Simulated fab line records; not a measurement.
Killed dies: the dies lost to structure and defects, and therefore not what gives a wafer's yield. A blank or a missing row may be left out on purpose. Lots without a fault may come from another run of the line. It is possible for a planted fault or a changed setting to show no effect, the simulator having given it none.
fab line records	flow sky130
record: lots: 5	wafers: 23
route steps=708 shown GATE_OXIDE@193 RES_PROTECT@208 POLY_GATE@213 LDD_N@240 LDD_P@264 LDD_HVN@270 LDD_HVP@281 SD_N@353 LI_CONTACT@362
start_h: hours from the record's first day to the start of the lot's first wafer shown	wait_h: time in hours since the lot's previous step	" identical to the entry in the row above	L1.1+2: one row covering several wafers at once	- no value present, or no start provided	* or withheld: withheld	< > ~ a bound
route shown NAME@n: names a module that has steps shown in the file, with the first one's number in the route	usual: mean/standard deviation taken from wafers without a fault	same: alike in all rows	chamber/n: place in a boat	sites: each site's reading	_std_site: standard deviation of those values	_edge_site: inner sites' mean taken away from outer sites' mean	radius_mm: for every site, how far away it sits from the centre of the wafer	mask NAME#n: copy n	behind: the most recent tool/chamber to have shaped the wafer	hold: what put the lot on hold/how long, in hours/how the hold closed	device: whichever transistor did not switch (one of n, p or np)	end of line: tests of these same wafers at the route's end	where a step has no rows: the recipe by itself	killed: count of dies lost to structure and defects at first sort (not the wafer's yield)	map: dies across one wafer; x = killed, . = not, _ = none there
set.NAME: the setting as run; set.NAME@STEP: as run at that earlier step	model.NAME: the simulator's own value behind a step, which no gauge read
lots with deliberately changed settings; one table per step, one row per wafer
== steps ==
step: SKY_GATE_OXIDE_SOFTBAKE_06
recipe: temp_c: 90	time_s: 60	resist: NOVOLAK
lot.wafer	tool	chamber	start_h	wait_h	set.temp_c
L076.2+4+5	litho_track-03	0	303.52	0.1	90
L077.1+4	litho_track-04	0	320.23	0.1	90
L077.2+5+6	"	0	"	"	88.85
L082.1+3+6	litho_track-02	0	354.12	0.1	88.07
L082.2+4	"	0	"	"	90
L083.1+2+3+4+6	litho_track-03	0	370.00	0.1	90
L084.1+2+3+5+6	litho_track-04	0	378.93	0.1	90
step: SKY_GATE_OXIDE_EXPOSE_07
recipe: mask_id: LVOM	na: 0.6	source_shape: conventional	sigma_outer: 0.6	polarization: unpolarized	target_cd_nm: 600	dose_mj: 170
step: SKY_GATE_OXIDE_PEB_08
recipe: temp_c: withheld	time_s: *	resist: NOVOLAK
step: SKY_GATE_OXIDE_STRIP_13
recipe: chemistry: O2/N2	power_w: 1400	pressure_mtorr: 1500	platen_temp_c: withheld	o2_flow_sccm: 3000	n2_flow_sccm: 300	overash_fraction: 0.5
step: SKY_GATE_OXIDE_CLEAN_15
recipe: chemistry: SC1/SC2	mix: 1:4:20	temp_c: 70	time_s: 150	dry: n2_spin
lot.wafer	tool	chamber	start_h	wait_h	set.temp_c@SONOS_ONO_CVD_04	model.SiO2_of_SONOS_ONO_CVD_04.thk_nm
L076.2	wet_bench-02	0	317.04	0.0	900	4.221
L076.4	"	0	"	"	900	4.235
L076.5	"	0	"	"	900	4.335
L077.1	-	-	-	0.1	918.4	6.041
L077.2	"	-	"	"	918.4	6.035
L077.4	"	-	"	"	918.4	6.032
L077.5	"	-	"	"	918.4	6.026
L077.6	"	-	"	"	918.4	5.984
L082.1	-	-	-	0.1	908.8	4.945
L082.2	"	-	"	"	908.8	5.048
L082.3	"	-	"	"	908.8	5.044
L082.4	"	-	"	"	908.8	4.977
L082.6	"	-	"	"	908.8	5.108
L083.1	-	-	-	0.1	900	4.192
L083.2	"	-	"	"	900	4.283
L083.3	"	-	"	"	900	4.234
L083.4	"	-	"	"	900	4.182
L083.6	"	-	"	"	900	4.266
L084.1	-	-	-	0.1	900	4.15
L084.2	"	-	"	"	900	4.141
L084.3	"	-	"	"	900	4.225
L084.5	"	-	"	"	900	4.161
L084.6	"	-	"	"	900	4.158
step: SKY_RES_PROTECT_COAT_02
recipe: resist: NOVOLAK	spin_rpm: 3000	resist_thk_nm: 1140
lot.wafer	tool	chamber	start_h	wait_h	set.spin_rpm	model.NOVOLAK_of_RES_PROTECT_COAT_02.thk_nm
L076.2	litho_track-03	0	333.52	0.1	3000	1139
L076.4	"	0	"	"	3000	1140
L076.5	"	0	"	"	3000	1138
L077.1	litho_track-01	0	351.87	0.1	3000	1142
L077.2	"	0	"	"	3000	1143
L077.4	"	0	"	"	3000	1145
L077.5	"	0	"	"	3000	1144
L077.6	"	0	"	"	3000	1138
L082.1	litho_track-01	0	384.67	0.1	3000	1140
L082.2	"	0	"	"	2870	1165
L082.3	"	0	"	"	3000	1138
L082.4	"	0	"	"	3000	1143
L082.6	"	0	"	"	2870	1167
L083.1+2	litho_track-03	0	401.35	0.1	3000	1137
L083.3	"	0	"	"	3136	1109
L083.4	"	0	"	"	3136	1115
L083.6	"	0	"	"	3000	1139
L084.1	litho_track-02	0	411.82	0.1	2796	1185
L084.2	"	0	"	"	2796	1182
L084.3	"	0	"	"	3000	1137
L084.5	"	0	"	"	2796	1179
L084.6	"	0	"	"	3000	1142
step: SKY_RES_PROTECT_SOFTBAKE_03
recipe: temp_c: 90	time_s: 60	resist: NOVOLAK
step: SKY_RES_PROTECT_EXPOSE_04
recipe: mask_id: RPM	na: 0.6	source_shape: conventional	sigma_outer: 0.6	polarization: unpolarized	target_cd_nm: 1270	dose_mj: 131
step: SKY_RES_PROTECT_DEVELOP_06
recipe: resist: NOVOLAK	developer: TMAH	develop_time_s: 60	dev_temp_c: 23
step: SKY_POLY_GATE_IMPLANT_02
recipe: species: P	energy_kev: 30.3	dose_cm2: 7.7e+15	tilt_deg: 0
step: SKY_RES_PROTECT_STRIP_07
recipe: chemistry: O2/N2	power_w: 1400	pressure_mtorr: 1500	platen_temp_c: withheld	o2_flow_sccm: 3000	n2_flow_sccm: 300	overash_fraction: 0.5
usual: strip_time_to_endpoint_s: 23.38/0.038
lot.wafer	tool	chamber	start_h	wait_h	set.spin_rpm@RES_PROTECT_COAT_02	strip_time_to_endpoint_s
L076.2	plasma_asher-02	1	347.82	0.1	3000	23.37
L076.4	"	1	"	"	3000	23.42
L076.5	"	1	"	"	3000	23.36
L077.1	plasma_asher-04	0	365.87	0.1	3000	23.44
L077.2	"	1	"	"	3000	23.44
L077.4	"	1	"	"	3000	23.46
L077.5	"	0	"	"	3000	23.44
L077.6	"	1	"	"	3000	23.39
L082.1	plasma_asher-04	0	399.60	0.1	3000	23.36
L082.2	"	1	"	"	2870	23.62
L082.3	"	1	"	"	3000	23.34
L082.4	"	0	"	"	3000	23.40
L082.6	"	1	"	"	2870	23.67
L083.1	plasma_asher-04	1	416.57	0.1	3000	23.36
L083.2	"	0	"	"	3000	23.37
L083.3	"	1	"	"	3136	23.05
L083.4	"	0	"	"	3136	23.11
L083.6	"	0	"	"	3000	23.39
L084.1	plasma_asher-03	0	426.95	0.1	2796	23.86
L084.2	"	1	"	"	2796	23.82
L084.3	"	1	"	"	3000	23.35
L084.5	"	0	"	"	2796	23.80
L084.6	"	1	"	"	3000	23.41
step: SKY_POLY_GATE_CVD_03
recipe: material: Si3N4	precursor: DCS/NH3	target_thk_nm: 75	temp_c: 770	time_s: 1290	pressure_mtorr: 250
lot.wafer	tool	chamber	start_h	wait_h	set.pressure_mtorr	model.Si3N4_of_POLY_GATE_CVD_03.thk_nm
L076.2	lpcvd-02	1	352.25	4.2	250	75.3
L076.4	"	1	"	"	250	75.34
L076.5	"	1	"	"	250	74.98
L077.1	-	-	-	1.8	250	74.68
L077.2	"	-	"	"	250	74.97
L077.4	"	-	"	"	250	74.98
L077.5	"	-	"	"	250	74.65
L077.6	"	-	"	"	250	75.45
L082.1	-	-	-	1.5	250	75.79
L082.2	"	-	"	"	250	75.69
L082.3	"	-	"	"	250	74.99
L082.4	"	-	"	"	250	75.64
L082.6	"	-	"	"	250	74.68
L083.1	-	-	-	1.7	218.1	72.27
L083.2	"	-	"	"	218.1	72.38
L083.3	"	-	"	"	218.1	72.21
L083.4	"	-	"	"	218.1	71.99
L083.6	"	-	"	"	218.1	72.55
L084.1	-	-	-	1.3	275.6	76.37
L084.2	"	-	"	"	275.6	75.51
L084.3	"	-	"	"	275.6	76.12
L084.5	"	-	"	"	275.6	75.06
L084.6	"	-	"	"	275.6	75.59
step: SKY_POLY_GATE_EXPOSE_10
recipe: mask_id: P1M	na: 0.68	source_shape: conventional	sigma_outer: 0.6	target_cd_nm: 150	dose_mj: 28
lot.wafer	tool	chamber	start_h	wait_h	mask	set.dose_mj
L076.2+4+5	krf_scanner-02	0	-	-	P1M#0	28
L077.1+2+4+5+6	krf_scanner-02	0	-	-	P1M#0	28
L082.1+2	krf_scanner-01	0	-	-	P1M#0	28
L082.3+4+6	"	0	"	"	P1M#0	26.92
L083.1+4+6	krf_scanner-02	0	-	-	P1M#0	26.76
L083.2+3	"	0	"	"	P1M#0	28
L084.1+2+3+5+6	krf_scanner-01	0	-	-	P1M#0	28
step: SKY_POLY_GATE_PEB_11
recipe: peb_temp_c: withheld	peb_time_s: withheld	resist: KrF-thick
step: SKY_POLY_GATE_DEVELOP_12
recipe: develop_time_s: 60	resist: KrF-thick	dev_temp_c: 21
step: SKY_POLY_GATE_CD_MEAS_13
recipe: target_cd_nm: 150
usual: cd_nm: 150.6/1.3
lot.wafer	tool	chamber	start_h	wait_h	set.dose_mj@POLY_GATE_EXPOSE_10	cd_nm
L076.2	cd_sem-02	-	382.04	-	28	151.1
L076.4	"	-	"	"	28	149.7
L076.5	"	-	"	"	28	148.9
L077.1	cd_sem-02	-	396.78	-	28	149.2
L077.2	"	-	"	"	28	149.3
L077.4	"	-	"	"	28	149.7
L077.5	"	-	"	"	28	148.0
L077.6	"	-	"	"	28	149.7
L082.1	cd_sem-02	-	432.85	-	28	152.9
L082.2	"	-	"	"	28	152.4
L082.3	"	-	"	"	26.92	158.1
L082.4	"	-	"	"	26.92	158.2
L082.6	"	-	"	"	26.92	159.0
L083.1	cd_sem-01	-	450.57	-	26.76	158.1
L083.2	"	-	"	"	28	149.8
L083.3	"	-	"	"	28	151.5
L083.4	"	-	"	"	26.76	157.5
L083.6	"	-	"	"	26.76	158.9
L084.1	cd_sem-02	-	460.18	-	28	149.9
L084.2	"	-	"	"	28	150.6
L084.3	"	-	"	"	28	150.6
L084.5	"	-	"	"	28	149.4
L084.6	"	-	"	"	28	149.1
step: SKY_LDD_N_SOFTBAKE_03
recipe: temp_c: 90	time_s: 60	resist: NOVOLAK
lot.wafer	tool	chamber	start_h	wait_h	set.temp_c
L076.2+4+5	litho_track-01	0	398.34	0.1	90
L077.1+2	litho_track-04	0	414.98	0.1	90
L077.4+5+6	"	0	"	"	87.3
L082.1+3	litho_track-02	0	449.87	0.1	86.92
L082.2+4+6	"	0	"	"	90
L083.1+3+4	litho_track-01	0	467.42	0.1	87.7
L083.2+6	"	0	"	"	90
L084.1+3+5	litho_track-02	0	477.42	0.1	90
L084.2+6	"	0	"	"	93.45
step: SKY_LDD_N_EXPOSE_04
recipe: mask_id: NTM	target_cd_nm: 840	na: 0.6	source_shape: conventional	sigma_outer: 0.6	dose_mj: 110
step: SKY_LDD_N_PEB_05
recipe: temp_c: withheld	time_s: *	resist: NOVOLAK
step: SKY_LDD_N_DEVELOP_06
recipe: develop_time_s: 60	dev_temp_c: 23
lot.wafer	tool	chamber	start_h	wait_h	set.temp_c@LDD_N_SOFTBAKE_03	model.NOVOLAK_of_LDD_N_COAT_02.thk_nm
L076.2	litho_track-02	0	413.24	0.1	90	299.4
L076.4	"	0	"	"	90	299
L076.5	"	0	"	"	90	300
L077.1	litho_track-02	0	429.72	0.1	90	299.9
L077.2	"	0	"	"	90	301.6
L077.4+6	"	0	"	"	87.3	302.9
L077.5	"	0	"	"	87.3	302
L082.1	litho_track-04	0	464.88	0.1	86.92	300.5
L082.2	"	0	"	"	90	297.5
L082.3	"	0	"	"	86.92	301
L082.4	"	0	"	"	90	298.8
L082.6	"	0	"	"	90	298.7
L083.1	litho_track-04	0	482.63	0.1	87.7	300.7
L083.2	"	0	"	"	90	299.2
L083.3	"	0	"	"	87.7	301.3
L083.4	"	0	"	"	87.7	301.2
L083.6	"	0	"	"	90	299.3
L084.1	litho_track-01	0	491.92	0.1	90	301.2
L084.2	"	0	"	"	93.45	298.3
L084.3	"	0	"	"	90	301.9
L084.5	"	0	"	"	90	301.1
L084.6	"	0	"	"	93.45	297.7
step: SKY_LDD_P_IMPLANT_09
recipe: species: BF2	energy_kev: 25	dose_cm2: 1e+13	tilt_deg: withheld
lot.wafer	tool	chamber	start_h	wait_h	set.dose_cm2
L076.2+4+5	implanter-03	0	445.01	0.0	1e+13
L077.1+4+5	implanter-03	0	461.94	0.0	1e+13
L077.2+6	"	0	"	"	9.714e+12
L082.1+6	implanter-03	0	496.90	0.0	1e+13
L082.2+3+4	"	0	"	"	1.075e+13
L083.1+3	implanter-01	0	514.64	0.0	1e+13
L083.2+4+6	"	0	"	"	9.617e+12
L084.1+2+3+5+6	implanter-02	0	524.20	0.0	1e+13
step: SKY_LDD_P_STRIP_10
recipe: chemistry: O2/N2	power_w: 1400	pressure_mtorr: 1500	platen_temp_c: withheld	o2_flow_sccm: 3000	n2_flow_sccm: 300	overash_fraction: 0.5
step: SKY_LDD_P_TW_MEAS_11
usual: LDD_P_TW: 641.2/2.9
lot.wafer	tool	chamber	start_h	wait_h	set.dose_cm2@LDD_P_IMPLANT_09	LDD_P_TW
L076.2	film_metro-01	-	445.25	0.1	1e+13	642.3
L076.4	"	-	"	"	1e+13	643.4
L076.5	"	-	"	"	1e+13	638.0
L077.1	film_metro-01	-	462.19	0.1	1e+13	645.9
L077.2	"	-	"	"	9.714e+12	641.8
L077.4	"	-	"	"	1e+13	642.5
L077.5	"	-	"	"	1e+13	644.3
L077.6	"	-	"	"	9.714e+12	643.6
L082.1	film_metro-04	-	497.15	0.1	1e+13	639.7
L082.2	"	-	"	"	1.075e+13	656.8
L082.3	"	-	"	"	1.075e+13	652.7
L082.4	"	-	"	"	1.075e+13	657.0
L082.6	"	-	"	"	1e+13	642.3
L083.1	film_metro-01	-	514.89	0.1	1e+13	644.5
L083.2	"	-	"	"	9.617e+12	635.2
L083.3	"	-	"	"	1e+13	641.4
L083.4	"	-	"	"	9.617e+12	630.2
L083.6	"	-	"	"	9.617e+12	631.2
L084.1	film_metro-01	-	524.45	0.1	1e+13	638.4
L084.2	"	-	"	"	1e+13	641.1
L084.3	"	-	"	"	1e+13	641.4
L084.5	"	-	"	"	1e+13	639.7
L084.6	"	-	"	"	1e+13	643.5
step: SKY_LDD_HVN_SOFTBAKE_03
recipe: temp_c: 90	time_s: 60	resist: NOVOLAK
lot.wafer	tool	chamber	start_h	wait_h	set.temp_c	model.NOVOLAK_of_LDD_HVN_COAT_02.thk_nm
L076.2	litho_track-02	0	460.09	0.1	90	300.9
L076.4	"	0	"	"	90	300
L076.5	"	0	"	"	90	299.9
L077.1	litho_track-03	0	477.55	0.1	90	299.8
L077.2	"	0	"	"	90	299.5
L077.4	"	0	"	"	92.19	299.2
L077.5	"	0	"	"	92.19	299.1
L077.6	"	0	"	"	90	300
L082.1	litho_track-03	0	512.70	0.1	90	300.9
L082.2	"	0	"	"	90	301.2
L082.3	"	0	"	"	90	300.7
L082.4	"	0	"	"	93.01	298.5
L082.6	"	0	"	"	93.01	298
L083.1	litho_track-01	0	529.47	0.1	90	299.8
L083.2	"	0	"	"	90	299.6
L083.3	"	0	"	"	90	300.2
L083.4	"	0	"	"	90	300.4
L083.6	"	0	"	"	90	299.1
L084.1+3	litho_track-01	0	539.27	0.1	90	298.4
L084.2	"	0	"	"	90	298
L084.5	"	0	"	"	93.32	296.8
L084.6	"	0	"	"	93.32	295.8
step: SKY_LDD_HVP_SOFTBAKE_03
recipe: temp_c: 90	time_s: 60	resist: NOVOLAK
lot.wafer	tool	chamber	start_h	wait_h	set.temp_c
L076.2+4+5	litho_track-03	0	490.92	0.1	90
L077.1+4+6	litho_track-03	0	507.90	0.1	93.01
L077.2+5	"	0	"	"	90
L082.1+4	litho_track-03	0	542.19	0.1	90
L082.2+3+6	"	0	"	"	91.15
L083.1+2	litho_track-04	0	558.78	0.1	93.38
L083.3+4+6	"	0	"	"	90
L084.1+3	litho_track-04	0	568.93	0.1	90
L084.2+5+6	"	0	"	"	87.99
step: SKY_LDD_HVP_EXPOSE_04
recipe: mask_id: HVPTM	na: 0.6	source_shape: conventional	sigma_outer: 0.6	polarization: unpolarized	target_cd_nm: 700	dose_mj: 86
step: SKY_LDD_HVP_PEB_05
recipe: temp_c: withheld	time_s: *	resist: NOVOLAK
step: SKY_LDD_HVP_DEVELOP_06
recipe: resist: NOVOLAK	developer: TMAH	develop_time_s: 60	dev_temp_c: 23
lot.wafer	tool	chamber	start_h	wait_h	set.temp_c@LDD_HVP_SOFTBAKE_03	model.NOVOLAK_of_LDD_HVP_COAT_02.thk_nm
L076.2	litho_track-03	0	505.27	0.1	90	299
L076.4	"	0	"	"	90	297.3
L076.5	"	0	"	"	90	297.4
L077.1	litho_track-03	0	523.24	0.1	93.01	296.6
L077.2	"	0	"	"	90	298.2
L077.4	"	0	"	"	93.01	297
L077.5	"	0	"	"	90	297.8
L077.6	"	0	"	"	93.01	295.8
L082.1	litho_track-01	0	556.62	0.1	90	298.4
L082.2	"	0	"	"	91.15	297.7
L082.3	"	0	"	"	91.15	298.2
L082.4	"	0	"	"	90	298.5
L082.6	"	0	"	"	91.15	298.1
L083.1	litho_track-01	0	574.57	0.1	93.38	297.1
L083.2	"	0	"	"	93.38	296.7
L083.3	"	0	"	"	90	299.3
L083.4	"	0	"	"	90	300
L083.6	"	0	"	"	90	300.8
L084.1	litho_track-01	0	584.22	0.1	90	299.2
L084.2	"	0	"	"	87.99	299.8
L084.3	"	0	"	"	90	298.8
L084.5+6	"	0	"	"	87.99	300.9
step: SKY_SD_N_STRIP_11
recipe: chemistry: O2/N2	power_w: 1400	pressure_mtorr: 1500	platen_temp_c: withheld	o2_flow_sccm: 3000	n2_flow_sccm: 300	overash_fraction: 0.5
usual: oes_product_au: 0.528/0.0043	strip_time_to_endpoint_s: 22.56/0.034
lot.wafer	tool	chamber	start_h	wait_h	set.power_w	oes_product_au	strip_time_to_endpoint_s
L076.2	plasma_asher-01	0	655.77	0.1	1400	0.526	22.58
L076.4	"	1	"	"	1400	0.521	22.55
L076.5	"	1	"	"	1400	0.522	22.55
L077.1	plasma_asher-04	0	675.22	0.1	1400	0.518	22.61
L077.2	"	1	"	"	1555	0.554	20.80
L077.4	"	0	"	"	1555	0.551	20.75
L077.5	"	0	"	"	1400	0.533	22.58
L077.6	"	1	"	"	1400	0.525	22.56
L082.1	plasma_asher-01	0	708.09	0.1	1330	0.513	23.56
L082.2	"	1	"	"	1330	0.509	23.50
L082.3	"	1	"	"	1400	0.529	22.55
L082.4	"	0	"	"	1330	0.516	23.51
L082.6	"	1	"	"	1400	0.531	22.58
L083.1	plasma_asher-01	1	722.32	0.1	1400	0.526	22.60
L083.2	"	0	"	"	1533	0.552	20.97
L083.3	"	1	"	"	1533	0.546	21.03
L083.4	"	0	"	"	1400	0.533	22.59
L083.6	"	0	"	"	1533	0.552	20.98
L084.1	plasma_asher-01	0	732.47	0.1	1400	0.527	22.51
L084.2	"	1	"	"	1400	0.529	22.55
L084.3	"	1	"	"	1400	0.532	22.56
L084.5	"	0	"	"	1400	0.530	22.50
L084.6	"	1	"	"	1400	0.533	22.53
step: SKY_LI_CONTACT_HDPCVD_00
recipe: material: PSG	target_thk_nm: 930	sigma_open_frac: 0.3	time_s: 155	temp_c: 600	sih4_flow_sccm: 60	pressure_mtorr: 6
lot.wafer	tool	chamber	start_h	wait_h	set.time_s	model.PSG_of_LI_CONTACT_HDPCVD_00.thk_nm
L076.2	hdpcvd-02	1	656.53	0.0	155	934.3
L076.4	"	0	"	"	155	938.7
L076.5	"	2	"	"	155	931
L077.1	hdpcvd-02	1	675.98	0.0	177.2	1059
L077.2	"	0	"	"	177.2	1067
L077.4	"	0	"	"	155	930.2
L077.5	"	1	"	"	177.2	1072
L077.6	"	2	"	"	155	928.6
L082.1	hdpcvd-02	2	708.85	0.0	155	926.5
L082.2	"	1	"	"	170.6	1022
L082.3	"	0	"	"	170.6	1032
L082.4	"	1	"	"	170.6	1020
L082.6	"	0	"	"	155	928.9
L083.1	hdpcvd-02	2	723.17	0.0	168.1	1006
L083.2	"	0	"	"	168.1	1013
L083.3	"	1	"	"	168.1	1000
L083.4	"	1	"	"	155	933.1
L083.6	"	0	"	"	155	932.9
L084.1	hdpcvd-02	1	733.23	0.0	155	945.5
L084.2	"	2	"	"	155	924.1
L084.3	"	0	"	"	155	935.6
L084.5	"	0	"	"	139.2	836.5
L084.6	"	2	"	"	139.2	838.6
step: SKY_LI_CONTACT_THK_MEAS_01
recipe: reads: PSG_of_LI_CONTACT_HDPCVD_00
usual: LI_CONTACT_HDPCVD_THK: 929/8.7
lot.wafer	tool	chamber	start_h	wait_h	set.time_s@LI_CONTACT_HDPCVD_00	LI_CONTACT_HDPCVD_THK[nm]
L076.2	film_metro-04	-	656.65	0.1	155	934
L076.4	"	-	"	"	155	939
L076.5	"	-	"	"	155	931
L077.1	film_metro-01	-	676.09	0.1	177.2	1058
L077.2	"	-	"	"	177.2	1068
L077.4	"	-	"	"	155	931
L077.5	"	-	"	"	177.2	1072
L077.6	"	-	"	"	155	929
L082.1	film_metro-04	-	708.95	0.1	155	927
L082.2	"	-	"	"	170.6	1022
L082.3	"	-	"	"	170.6	1032
L082.4	"	-	"	"	170.6	1020
L082.6	"	-	"	"	155	928
L083.1	film_metro-01	-	723.27	0.1	168.1	1007
L083.2	"	-	"	"	168.1	1013
L083.3	"	-	"	"	168.1	1000
L083.4	"	-	"	"	155	934
L083.6	"	-	"	"	155	932
L084.1	film_metro-04	-	733.33	0.1	155	946
L084.2	"	-	"	"	155	924
L084.3	"	-	"	"	155	936
L084.5	"	-	"	"	139.2	836
L084.6	"	-	"	"	139.2	839
step: SKY_LI_CONTACT_CMP_02
recipe: material: PSG	down_force_psi: 4	platen_rpm: 60	pad_velocity_m_s: 0.94248
usual: time_to_endpoint_s: 31.4/2.4
lot.wafer	tool	chamber	start_h	wait_h	set.leave_above_ref_nm	set.time_s@LI_CONTACT_HDPCVD_00	time_to_endpoint_s	model.PSG_of_LI_CONTACT_HDPCVD_00.thk_nm
L076.2	cmp-02	1	656.75	0.1	597.2	155	31.4	595.2
L076.4	"	3	"	"	597.2	155	29.7	596
L076.5	"	1	"	"	597.2	155	27.3	596.1
L077.1	cmp-01	1	676.20	0.1	597.2	177.2	48.7	596.5
L077.2	"	2	"	"	597.2	177.2	45.0	597.3
L077.4	"	3	"	"	597.2	155	31.8	597.3
L077.6	"	0	"	"	597.2	155	32.4	596
L077.5	"	1	"	"	597.2	177.2	46.0	597.1
L082.2	cmp-02	3	709.01	0.0	584.8	170.6	43.9	585.8
L082.3	"	0	"	"	584.8	170.6	46.2	584.7
L082.4	"	1	"	"	597.2	170.6	39.2	596.8
L082.1	"	2	"	"	584.8	155	36.6	585.9
L082.6	"	0	"	"	597.2	155	32.1	596.8
L083.2	cmp-01	2	723.33	0.0	597.2	168.1	41.1	596.6
L083.1	"	3	"	"	597.2	168.1	39.2	594.7
L083.3	"	0	"	"	597.2	168.1	36.9	598.3
L083.4	"	1	"	"	597.2	155	32.6	597.5
L083.6	"	3	"	"	597.2	155	29.4	596.8
L084.2	cmp-02	0	733.39	0.0	576.9	155	31.3	576
L084.3	"	2	"	"	597.2	155	34.2	597.3
L084.1	"	3	"	"	576.9	155	33.4	575.7
L084.6	"	0	"	"	576.9	139.2	21.6	574.9
L084.5	"	1	"	"	597.2	139.2	21.0	595
== key ==
split: step: SKY_GATE_OXIDE_SOFTBAKE_06	setting: temp_c	stated: 90	by: wafer
response none clear
split: step: SKY_RES_PROTECT_COAT_02	setting: spin_rpm	stated: 3000	by: wafer
response: step: SKY_RES_PROTECT_COAT_02	reading: model.NOVOLAK_of_RES_PROTECT_COAT_02.thk_nm	change: -6.04	per: 1%	r: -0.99
response: step: SKY_RES_PROTECT_STRIP_07	reading: strip_time_to_endpoint_s	change: *	per: 1%	r: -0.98
split: step: SKY_POLY_GATE_CVD_03	setting: pressure_mtorr	stated: 250	by: lot
response: step: SKY_POLY_GATE_CVD_03	reading: model.Si3N4_of_POLY_GATE_CVD_03.thk_nm	change: +0.155	per: 1%	r: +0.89
split: step: SKY_POLY_GATE_EXPOSE_10	setting: dose_mj	stated: 28	by: wafer
response: step: SKY_POLY_GATE_CD_MEAS_13	reading: cd_nm	change: -1.61	per: 1%	r: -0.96
split: step: SKY_LDD_N_SOFTBAKE_03	setting: temp_c	stated: 90	by: wafer
response: step: SKY_LDD_N_DEVELOP_06	reading: model.NOVOLAK_of_LDD_N_COAT_02.thk_nm	change: -0.748	per: 1%	r: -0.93
split: step: SKY_LDD_P_IMPLANT_09	setting: dose_cm2	stated: 1e+13	by: wafer
response: step: SKY_LDD_P_TW_MEAS_11	reading: LDD_P_TW	change: +1.95	per: 1%	r: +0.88
split: step: SKY_LDD_HVN_SOFTBAKE_03	setting: temp_c	stated: 90	by: wafer
response: step: SKY_LDD_HVN_SOFTBAKE_03	reading: model.NOVOLAK_of_LDD_HVN_COAT_02.thk_nm	change: -0.587	per: 1%	r: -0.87
split: step: SKY_LDD_HVP_SOFTBAKE_03	setting: temp_c	stated: 90	by: wafer
response: step: SKY_LDD_HVP_DEVELOP_06	reading: model.NOVOLAK_of_LDD_HVP_COAT_02.thk_nm	change: -0.656	per: 1%	r: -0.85
split: step: SKY_SD_N_STRIP_11	setting: power_w	stated: 1400	by: wafer
response: step: SKY_SD_N_STRIP_11	reading: oes_product_au	change: +0.00246	per: 1%	r: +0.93
response: step: SKY_SD_N_STRIP_11	reading: strip_time_to_endpoint_s	change: *	per: 1%	r: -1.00
split: step: SKY_LI_CONTACT_HDPCVD_00	setting: time_s	stated: 155	by: wafer
response: step: SKY_LI_CONTACT_HDPCVD_00	reading: model.PSG_of_LI_CONTACT_HDPCVD_00.thk_nm	change: +9.43	per: 1%	r: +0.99
response: step: SKY_LI_CONTACT_THK_MEAS_01	reading: LI_CONTACT_HDPCVD_THK	change: +9.43	per: 1%	r: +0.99
response: step: SKY_LI_CONTACT_CMP_02	reading: time_to_endpoint_s	change: *	per: 1%	r: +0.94
split: step: SKY_LI_CONTACT_CMP_02	setting: leave_above_ref_nm	stated: 597.2	by: wafer
response: step: SKY_LI_CONTACT_CMP_02	reading: model.PSG_of_LI_CONTACT_HDPCVD_00.thk_nm	change: +5.9	per: 1%	r: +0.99
split outside_this_file step=SKY_SONOS_ONO_CVD_04 setting=temp_c
split outside_this_file: this setting was split too, and the file shows its column; the key of that split is in another file
